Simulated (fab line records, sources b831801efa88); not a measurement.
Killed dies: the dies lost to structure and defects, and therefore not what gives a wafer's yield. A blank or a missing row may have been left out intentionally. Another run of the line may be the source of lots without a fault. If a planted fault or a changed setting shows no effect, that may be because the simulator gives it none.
Struck lot and sound lot, side by side || flow sky130 || 19 steps out of a route of 708
Sound: these wafers, L979.2, L979.4, L979.5. Struck: wafers L987.2, L987.4, L987.5. The cause comes at the end.
Order at every step that has rows: each side's tool, ch and its chambers, its first start. Under that, the readings that differ: sound wafers || struck wafers || difference of the means || sigmas: that difference in standard deviations of wafers without a fault.
alike: readings whose means differ by less than 2 such deviations, and words and numbers that are the same on both sides. not compared: withheld readings, readings that some wafer has no value for, bounds like >300 that may hide the same value, and numbers for which the record gives no deviation and whose values overlap.
Wherever a step has rows on one side only, a row that says differs or no value, or a row with sigmas, the two part there. Non-overlapping numbers with no deviation appear without sigmas and do not part them. A reading that every wafer of one side lacks parts them only if that side has two wafers or more.

SKY_METAL4_STRIP_19: strips in O2/N2.
  sound on plasma-asher-03 ch 0,1, day 44 06:45; struck on plasma-asher-04 ch 0,1, day 46 08:55
  alike: drypump-motor-current-A, n2-flow-sccm, oes-product-au, strip-time-to-endpoint-s
  not compared: rf-hours-counter-h
then, 4 steps without rows for these wafers: SKY_METAL4_STRIP_20 (strips in post etch residue remover, time 1200 s); SKY_METAL4_CLEAN_21 (cleans in IPA, time 180 s); SKY_METAL4_CLEAN_22 (cleans in O3/DIW); SKY_VIA4_HDPCVD_00 (deposits SiO2, target thk 1750 nm, time 291.7 s).
SKY_VIA4_THK_MEAS_01:
  struck on film-metro-02, day 46 09:41; sound on film-metro-03, day 44 07:32
  alike: VIA4_HDPCVD_THK
SKY_VIA4_CMP_02: polishes SiO2.
  sound on cmp-01 ch 0,1,3, day 44 07:38; struck on cmp-01 ch 2,3, day 46 09:44
  alike: motor-current-A, platen-rpm
SKY_VIA4_BOW_MEAS_03:
  struck on film-metro-04, day 46 10:04; sound on film-metro-02, day 44 07:55
  alike: VIA4_BOW
then, 4 steps without rows for these wafers: SKY_VIA4_DEHYDRATE_04 (time 60 s); SKY_VIA4_HMDS_05 (prime time 60 s); SKY_VIA4_COAT_06 (resist thk 1140 nm); SKY_VIA4_SOFTBAKE_07 (time 60 s).
SKY_VIA4_EXPOSE_08: exposes mask VIM4, target cd 800 nm.
  sound on iline-stepper-02 ch 0, day 44 19:19; struck on iline-stepper-02 ch 0, day 46 21:19
{"reading": "exposure-dose-mJ-cm2", "sound": "132.17 132.06 131.88", "struck": "120.37 120.48 120.41", "difference": -11.62, "sigmas": -97}
  alike: mask
then, 2 steps without rows for these wafers: SKY_VIA4_PEB_09; SKY_VIA4_DEVELOP_10 (develop time 60 s).
SKY_VIA4_OVL_MEAS_11:
  struck on overlay-01, day 47 07:05; sound on overlay-01, day 45 06:05
  alike: VIA4_OVL
SKY_VIA4_ETCH_12: etches SiO2 in C4F8/O2/Ar, stops on TiN, target depth 580 nm.
  sound on rie-diel-02 ch 0,1,3, day 45 06:07; struck on rie-diel-01 ch 0,1, day 47 07:07
{"reading": "model.VIA4.cd-nm (nm)", "sound": "800.2 798.1 799.5", "struck": "773.7 773.6 773.3", "difference": -25.7, "sigmas": ""}
  alike: oes-product-au
SKY_VIA4_STRIP_13: strips in O2/N2.
  sound on plasma-asher-04 ch 0,1, day 45 06:11; struck on plasma-asher-01 ch 0,1, day 47 07:11
  alike: drypump-motor-current-A, n2-flow-sccm, oes-product-au, strip-time-to-endpoint-s
  not compared: rf-hours-counter-h
-- the record jumps here: 3 days lie between the struck wafers' starts before and after (it left off in module VIA4 and takes up again in module PAD_OPEN, whose first step shown is number 708 of the route) --
SKY_PAD_OPEN_PROBE_99:
  struck on prober-02, day 49 20:55; sound on prober-02, day 48 00:41
  alike: defect-limited-yield, killed_at_M0_to_M3, killed_at_M4_up, killed-at-contacts, killed-at-front-end, killed-at-other, killed-dies, killed-open, killed-short, sort_bin_3_pad_short, sort_bin_5_function, sort_bin_6_memory, sort-n-pass, sort-yield-pct
  not compared: model.etest.via4-chain.rc-ohm

== WHERE THEY PART ==
SKY_VIA4_EXPOSE_08 only, going by this record. Later steps at which nothing parts them and some readings are alike: SKY_VIA4_OVL_MEAS_11, SKY_VIA4_ETCH_12, SKY_VIA4_STRIP_13, SKY_PAD_OPEN_PROBE_99.

WHY: what the simulator had put in
Process parameters drifting: iline-stepper-02 at SKY_VIA4_EXPOSE_08, beginning at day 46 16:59. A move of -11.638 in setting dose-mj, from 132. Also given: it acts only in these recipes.
